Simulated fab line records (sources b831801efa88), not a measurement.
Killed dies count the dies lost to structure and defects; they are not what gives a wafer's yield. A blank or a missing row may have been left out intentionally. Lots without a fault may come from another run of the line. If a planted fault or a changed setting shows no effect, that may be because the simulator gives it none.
Which of the tools did it? + flow sky130 + 11 lots with 33 wafers sampled at 2 steps, on a route of 708 steps

## WHAT EACH GAUGE READ, for each wafer
SKY_SD_P_TW_MEAS_11.
| lot  | measured     | on           | SD_P_TW        |
|------|--------------|--------------|----------------|
| L147 | day 26 05:41 | filmMetro-01 | 2858 2844 2823 |
| L149 | day 27 03:28 | filmMetro-04 | 2868 2859 2855 |
| L150 | day 27 12:21 | filmMetro-01 | 2841 2862 2854 |
| L153 | day 28 10:04 | filmMetro-01 | 2817 2832 2827 |
| L154 | day 28 16:25 | filmMetro-01 | 2824 2819 2838 |
| L155 | day 29 10:13 | filmMetro-04 | 2865 2861 2874 |
| L156 | day 29 12:26 | filmMetro-03 | 3022 3017 3024 |
| L157 | day 29 23:14 | filmMetro-03 | 3024 3015 3037 |
| L166 | day 32 15:27 | filmMetro-04 | 2863 2858 2854 |
| L167 | day 32 22:52 | filmMetro-03 | 2839 2838 2839 |
| L168 | day 33 06:35 | filmMetro-04 | 2860 2847 2867 |

## WHAT TOOL EACH LOT RAN ON (gives the tool, then ch and the chambers of the sampled wafers, and finally the start)
| lot  | SKY_SD_P_IMPLANT_09             |
|------|---------------------------------|
| L147 | implanter-01 ch 0, day 26 05:29 |
| L149 | implanter-01 ch 0, day 27 03:15 |
| L150 | implanter-04 ch 0, day 27 12:06 |
| L153 | implanter-01 ch 0, day 28 09:49 |
| L154 | implanter-03 ch 0, day 28 16:10 |
| L155 | implanter-03 ch 0, day 29 09:59 |
| L156 | implanter-03 ch 0, day 29 12:12 |
| L157 | implanter-03 ch 0, day 29 22:59 |
| L166 | implanter-03 ch 0, day 32 15:13 |
| L167 | implanter-03 ch 0, day 32 22:38 |
| L168 | implanter-04 ch 0, day 33 06:21 |
- SKY_SD_P_IMPLANT_09

## THE ANSWER, worked out from the rows above alone
Rule: the lots themselves supply what counts as usual. The widest of any qualifying gaps counts: lots, ordered by their means at a reading, are off when they make up no more than a third of the lots, leave a main group of 4 or more, and stand apart from it by 3 or more times the standard deviation of that group's means. If all means in a main group match to the digits the tables above print for the reading, that group is not used. A lot without any number at a reading at which 4 lots or more have one is off too. Where the step has rows for the other lots, those lots are counted as sound.
Off: at SKY_SD_P_TW_MEAS_11 (SD_P_TW), L156, L157. Mean 2848 and standard deviation 14 in the main group.
If a tool, at a process step before that reading, ran all the lots that are off and no sound lot after the first of them, it fits. The gauges at SKY_SD_P_TW_MEAS_11 are tried like those tools. Not one of the candidates tried fits.

## WHAT WAS PUT IN BY THE SIMULATOR
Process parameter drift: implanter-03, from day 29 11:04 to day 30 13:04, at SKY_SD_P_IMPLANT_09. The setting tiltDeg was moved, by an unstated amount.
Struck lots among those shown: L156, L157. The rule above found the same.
